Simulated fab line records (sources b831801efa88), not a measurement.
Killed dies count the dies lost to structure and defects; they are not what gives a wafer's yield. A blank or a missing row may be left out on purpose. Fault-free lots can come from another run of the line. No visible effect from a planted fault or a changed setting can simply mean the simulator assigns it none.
Which of the tools did it? || flow gf180mcu || 32 wafers from 11 lots sampled at 6 of the route's 602 steps

WHAT EACH GAUGE READ, for each wafer
GF_V5_THK_MEAS_01.
{"lot": "L926", "measured": "day 26 03:26", "on": "film-metro-01", "V5_CVD_00_THK (nm)": "298.6 298.9 295.7"}
{"lot": "L927", "measured": "day 26 16:26", "on": "film-metro-02", "V5_CVD_00_THK (nm)": "300.6 299.1 299.9"}
{"lot": "L929", "measured": "day 26 21:33", "on": "film-metro-03", "V5_CVD_00_THK (nm)": "300.7 299.2 297.5"}
{"lot": "L934", "measured": "day 28 16:26", "on": "film-metro-01", "V5_CVD_00_THK (nm)": "303.0 299.1 301.7"}
{"lot": "L936", "measured": "day 29 02:41", "on": "film-metro-01", "V5_CVD_00_THK (nm)": "296.9 293.2"}
{"lot": "L940", "measured": "day 30 08:59", "on": "film-metro-03", "V5_CVD_00_THK (nm)": "300.8 302.8 303.0"}
{"lot": "L942", "measured": "day 30 23:55", "on": "film-metro-03", "V5_CVD_00_THK (nm)": "300.2 302.1 302.0"}
{"lot": "L943", "measured": "day 31 06:23", "on": "film-metro-03", "V5_CVD_00_THK (nm)": "299.2 298.4 299.3"}
{"lot": "L946", "measured": "day 31 21:07", "on": "film-metro-01", "V5_CVD_00_THK (nm)": "297.4 301.1 300.8"}
{"lot": "L947", "measured": "day 32 03:13", "on": "film-metro-03", "V5_CVD_00_THK (nm)": "299.8 298.6 296.8"}
{"lot": "L949", "measured": "day 32 15:50", "on": "film-metro-03", "V5_CVD_00_THK (nm)": "299.3 297.1 298.3"}

GF_TOP_METAL_RS_MEAS_05: the measuring method here is four-point-probe.
{"lot": "L926", "measured": "day 27 03:03", "on": "film-metro-03", "TOP_METAL_ALCU_RS (ohm/sq)": "0.0326 0.0323 0.0326"}
{"lot": "L927", "measured": "day 27 14:43", "on": "film-metro-04", "TOP_METAL_ALCU_RS (ohm/sq)": "0.0329 0.0329 0.0330"}
{"lot": "L929", "measured": "day 27 20:19", "on": "film-metro-04", "TOP_METAL_ALCU_RS (ohm/sq)": "0.0330 0.0329 0.0332"}
{"lot": "L934", "measured": "day 29 13:03", "on": "film-metro-03", "TOP_METAL_ALCU_RS (ohm/sq)": "0.0324 0.0302 0.0306 0.0325 0.0301 0.0306"}
{"lot": "L936", "measured": "day 30 00:07", "on": "film-metro-02", "TOP_METAL_ALCU_RS (ohm/sq)": "0.0309 0.0310 0.0310 0.0309"}
{"lot": "L940", "measured": "day 31 04:38", "on": "film-metro-04", "TOP_METAL_ALCU_RS (ohm/sq)": "0.0329 0.0333 0.0328"}
{"lot": "L942", "measured": "day 31 19:38", "on": "film-metro-03", "TOP_METAL_ALCU_RS (ohm/sq)": "0.0325 0.0328 0.0328"}
{"lot": "L943", "measured": "day 32 01:54", "on": "film-metro-03", "TOP_METAL_ALCU_RS (ohm/sq)": "0.0327 0.0324 0.0329"}
{"lot": "L946", "measured": "day 32 15:25", "on": "film-metro-03", "TOP_METAL_ALCU_RS (ohm/sq)": "0.0326 0.0326 0.0328"}
{"lot": "L947", "measured": "day 32 22:23", "on": "film-metro-03", "TOP_METAL_ALCU_RS (ohm/sq)": "0.0318 0.0325 0.0329"}
{"lot": "L949", "measured": "day 33 10:32", "on": "film-metro-03", "TOP_METAL_ALCU_RS (ohm/sq)": "0.0322 0.0327 0.0321"}

GF_TOP_METAL_THK_MEAS_06: measures by xrf.
{"lot": "L926", "measured": "day 27 03:10", "on": "film-metro-03", "TOP_METAL_ALCU_THK (nm)": "922 931 919"}
{"lot": "L927", "measured": "day 27 14:50", "on": "film-metro-04", "TOP_METAL_ALCU_THK (nm)": "893 892 891"}
{"lot": "L929", "measured": "day 27 20:25", "on": "film-metro-04", "TOP_METAL_ALCU_THK (nm)": "891 888 884"}
{"lot": "L934", "measured": "day 29 16:01", "on": "film-metro-03", "TOP_METAL_ALCU_THK (nm)": "923 991 977 923 992 979"}
{"lot": "L936", "measured": "day 30 02:37", "on": "film-metro-02", "TOP_METAL_ALCU_THK (nm)": "955 956 954 960"}
{"lot": "L940", "measured": "day 31 04:44", "on": "film-metro-04", "TOP_METAL_ALCU_THK (nm)": "896 884 905"}
{"lot": "L942", "measured": "day 31 19:44", "on": "film-metro-03", "TOP_METAL_ALCU_THK (nm)": "919 907 910"}
{"lot": "L943", "measured": "day 32 02:01", "on": "film-metro-03", "TOP_METAL_ALCU_THK (nm)": "908 915 902"}
{"lot": "L946", "measured": "day 32 15:31", "on": "film-metro-03", "TOP_METAL_ALCU_THK (nm)": "910 911 910"}
{"lot": "L947", "measured": "day 32 22:29", "on": "film-metro-03", "TOP_METAL_ALCU_THK (nm)": "929 914 906"}
{"lot": "L949", "measured": "day 33 10:38", "on": "film-metro-03", "TOP_METAL_ALCU_THK (nm)": "919 903 924"}

EACH LOT AND THE TOOL THAT RAN IT (in order: tool; ch and the chambers of the sampled wafers; start)
{"lot": "L926", "GF_V5_STRIP_18": "plasma-asher-02 ch 0,1, day 27 00:49", "GF_V5_CMP_26": "cmp-02 ch 0,1, day 27 02:35", "GF_TOP_METAL_SPUTTER_02": "pvd-sputter-01, day 27 02:58"}
{"lot": "L927", "GF_V5_STRIP_18": "plasma-asher-02 ch 0,1, day 27 13:13", "GF_V5_CMP_26": "cmp-02 ch 0,2,3, day 27 14:13", "GF_TOP_METAL_SPUTTER_02": "pvd-sputter-03, day 27 14:37"}
{"lot": "L929", "GF_V5_STRIP_18": "plasma-asher-01 ch 0,1, day 27 18:27", "GF_V5_CMP_26": "cmp-02 ch 1,2, day 27 19:49", "GF_TOP_METAL_SPUTTER_02": "pvd-sputter-03, day 27 20:11"}
{"lot": "L934", "GF_V5_STRIP_18": "plasma-asher-01 ch 0,1, day 29 11:36", "GF_V5_CMP_26": "cmp-01 ch 1,2,3, day 29 12:35", "GF_TOP_METAL_SPUTTER_02": "pvd-sputter-01, day 29 12:55"}
{"lot": "L936", "GF_V5_STRIP_18": "plasma-asher-03 ch 0,1, day 29 22:39", "GF_V5_CMP_26": "cmp-01 ch 1,3, day 29 23:38", "GF_TOP_METAL_SPUTTER_02": "pvd-sputter-01, day 29 23:58"}
{"lot": "L940", "GF_V5_STRIP_18": "plasma-asher-02 ch 0,1, day 31 03:10", "GF_V5_CMP_26": "cmp-01 ch 0,1,3, day 31 04:05", "GF_TOP_METAL_SPUTTER_02": "pvd-sputter-02, day 31 04:31"}
{"lot": "L942", "GF_V5_STRIP_18": "plasma-asher-02 ch 0,1, day 31 18:10", "GF_V5_CMP_26": "cmp-01 ch 0,2, day 31 19:05", "GF_TOP_METAL_SPUTTER_02": "pvd-sputter-03, day 31 19:31"}
{"lot": "L943", "GF_V5_STRIP_18": "plasma-asher-03 ch 0,1, day 32 00:22", "GF_V5_CMP_26": "cmp-02 ch 0,1,2, day 32 01:29", "GF_TOP_METAL_SPUTTER_02": "pvd-sputter-02, day 32 01:49"}
{"lot": "L946", "GF_V5_STRIP_18": "plasma-asher-03 ch 0,1, day 32 13:57", "GF_V5_CMP_26": "cmp-02 ch 0,2, day 32 14:54", "GF_TOP_METAL_SPUTTER_02": "pvd-sputter-03, day 32 15:17"}
{"lot": "L947", "GF_V5_STRIP_18": "plasma-asher-02 ch 0,1, day 32 20:55", "GF_V5_CMP_26": "cmp-02 ch 2,3, day 32 21:50", "GF_TOP_METAL_SPUTTER_02": "pvd-sputter-01, day 32 22:16"}
{"lot": "L949", "GF_V5_STRIP_18": "plasma-asher-03 ch 0,1, day 33 09:01", "GF_V5_CMP_26": "cmp-01 ch 1,2, day 33 09:58", "GF_TOP_METAL_SPUTTER_02": "pvd-sputter-01, day 33 10:24"}
- GF_V5_STRIP_18: strips in O2/N2.
- GF_V5_CMP_26: polishes, stops on SiO2, t overpolish 15 s, target thk 0 nm.
- GF_TOP_METAL_SPUTTER_02: material AlCu, target thk 900 nm, time 47.82 s.

WHAT THE TOOLS THEMSELVES READ (means of the sampled wafers that have a number; where no wafer has one, the mark that the record gives instead)
GF_V5_STRIP_18.
{"lot": "L926", "tool": "plasma-asher-02", "drypump-motor-current-A (A)": 5.82, "heater-power-w (W)": 312, "oes-product-au (a.u.)": 0.571}
{"lot": "L927", "tool": "plasma-asher-02", "drypump-motor-current-A (A)": 5.51, "heater-power-w (W)": 298, "oes-product-au (a.u.)": 0.571}
{"lot": "L929", "tool": "plasma-asher-01", "drypump-motor-current-A (A)": 5.82, "heater-power-w (W)": 346, "oes-product-au (a.u.)": 0.571}
{"lot": "L934", "tool": "plasma-asher-01", "drypump-motor-current-A (A)": 5.69, "heater-power-w (W)": 360, "oes-product-au (a.u.)": 0.568}
{"lot": "L936", "tool": "plasma-asher-03", "drypump-motor-current-A (A)": 5.83, "heater-power-w (W)": 337, "oes-product-au (a.u.)": 0.571}
{"lot": "L940", "tool": "plasma-asher-02", "drypump-motor-current-A (A)": 5.85, "heater-power-w (W)": 307, "oes-product-au (a.u.)": 0.570}
{"lot": "L942", "tool": "plasma-asher-02", "drypump-motor-current-A (A)": 5.49, "heater-power-w (W)": 298, "oes-product-au (a.u.)": 0.573}
{"lot": "L943", "tool": "plasma-asher-03", "drypump-motor-current-A (A)": 5.83, "heater-power-w (W)": 364, "oes-product-au (a.u.)": 0.568}
{"lot": "L946", "tool": "plasma-asher-03", "drypump-motor-current-A (A)": 5.81, "heater-power-w (W)": 357, "oes-product-au (a.u.)": 0.572}
{"lot": "L947", "tool": "plasma-asher-02", "drypump-motor-current-A (A)": 5.83, "heater-power-w (W)": 312, "oes-product-au (a.u.)": 0.570}
{"lot": "L949", "tool": "plasma-asher-03", "drypump-motor-current-A (A)": 5.83, "heater-power-w (W)": 360, "oes-product-au (a.u.)": 0.573}

GF_V5_CMP_26.
{"lot": "L926", "tool": "cmp-02", "motor-current-A (A)": 11.4, "overpolish-run-s (s)": 15.004, "time-to-endpoint-s (s)": 81}
{"lot": "L927", "tool": "cmp-02", "motor-current-A (A)": 12.2, "overpolish-run-s (s)": 14.998, "time-to-endpoint-s (s)": 79}
{"lot": "L929", "tool": "cmp-02", "motor-current-A (A)": 11.7, "overpolish-run-s (s)": 15.003, "time-to-endpoint-s (s)": 87}
{"lot": "L934", "tool": "cmp-01", "motor-current-A (A)": 10.6, "overpolish-run-s (s)": 14.995, "time-to-endpoint-s (s)": 85}
{"lot": "L936", "tool": "cmp-01", "motor-current-A (A)": 10.8, "overpolish-run-s (s)": 15.005, "time-to-endpoint-s (s)": 92}
{"lot": "L940", "tool": "cmp-01", "motor-current-A (A)": 11.1, "overpolish-run-s (s)": 15.012, "time-to-endpoint-s (s)": 96}
{"lot": "L942", "tool": "cmp-01", "motor-current-A (A)": 10.9, "overpolish-run-s (s)": 14.993, "time-to-endpoint-s (s)": 87}
{"lot": "L943", "tool": "cmp-02", "motor-current-A (A)": 11.7, "overpolish-run-s (s)": 14.992, "time-to-endpoint-s (s)": 79}
{"lot": "L946", "tool": "cmp-02", "motor-current-A (A)": 11.7, "overpolish-run-s (s)": 14.997, "time-to-endpoint-s (s)": 81}
{"lot": "L947", "tool": "cmp-02", "motor-current-A (A)": 12.3, "overpolish-run-s (s)": 14.998, "time-to-endpoint-s (s)": 82}
{"lot": "L949", "tool": "cmp-01", "motor-current-A (A)": 10.1, "overpolish-run-s (s)": 15.004, "time-to-endpoint-s (s)": 83}

GF_TOP_METAL_SPUTTER_02.
{"lot": "L926", "tool": "pvd-sputter-01", "chamber-pressure-pa (Pa)": 0.3004, "throttle-valve-pct (%)": 30.3}
{"lot": "L927", "tool": "pvd-sputter-03", "chamber-pressure-pa (Pa)": 0.2998, "throttle-valve-pct (%)": 30.2}
{"lot": "L929", "tool": "pvd-sputter-03", "chamber-pressure-pa (Pa)": 0.2998, "throttle-valve-pct (%)": 30.6}
{"lot": "L934", "tool": "pvd-sputter-01", "chamber-pressure-pa (Pa)": 0.2998, "throttle-valve-pct (%)": 30.4}
{"lot": "L936", "tool": "pvd-sputter-01", "chamber-pressure-pa (Pa)": 0.3003, "throttle-valve-pct (%)": 29.9}
{"lot": "L940", "tool": "pvd-sputter-02", "chamber-pressure-pa (Pa)": 0.3005, "throttle-valve-pct (%)": 30.3}
{"lot": "L942", "tool": "pvd-sputter-03", "chamber-pressure-pa (Pa)": 0.2996, "throttle-valve-pct (%)": 29.6}
{"lot": "L943", "tool": "pvd-sputter-02", "chamber-pressure-pa (Pa)": 0.3002, "throttle-valve-pct (%)": 30.2}
{"lot": "L946", "tool": "pvd-sputter-03", "chamber-pressure-pa (Pa)": 0.2995, "throttle-valve-pct (%)": 30.2}
{"lot": "L947", "tool": "pvd-sputter-01", "chamber-pressure-pa (Pa)": 0.2999, "throttle-valve-pct (%)": 30.7}
{"lot": "L949", "tool": "pvd-sputter-01", "chamber-pressure-pa (Pa)": 0.2997, "throttle-valve-pct (%)": 30.5}

THE ANSWER, worked out from the rows above alone
Rule: the usual values come from the lots themselves. Put in order of their means at a reading, lots are off if they are a third of the lots or fewer, leave a main group of 4 or more, and stand apart from it by a gap of 3 or more times the standard deviation of the main group's means; of several such gaps the widest counts. Not used: any main group whose means are identical at the precision the tables above print for the reading. A lot without any number at a reading at which 4 lots or more have one is off too. The other lots that the step has rows for count as sound. The gauges are gone through in route order, then the tools' own readings, and for those a lot's mean is taken as printed above. The first step at which some lot is off is used, and at that step the reading that is off furthest; a lot without a number counts as furthest.
Off: at GF_TOP_METAL_RS_MEAS_05 (TOP_METAL_ALCU_RS), L934, L936. The main group has a mean of 0.0327 ohm/sq with a standard deviation of 0.00024.
If a tool, at a process step before that reading, ran all the lots that are off and no sound lot after the first of them, it fits. Gauges at GF_TOP_METAL_RS_MEAS_05: tried the same way as those tools. None of those tried fits.

WHAT HAD BEEN PUT IN BY THE SIMULATOR
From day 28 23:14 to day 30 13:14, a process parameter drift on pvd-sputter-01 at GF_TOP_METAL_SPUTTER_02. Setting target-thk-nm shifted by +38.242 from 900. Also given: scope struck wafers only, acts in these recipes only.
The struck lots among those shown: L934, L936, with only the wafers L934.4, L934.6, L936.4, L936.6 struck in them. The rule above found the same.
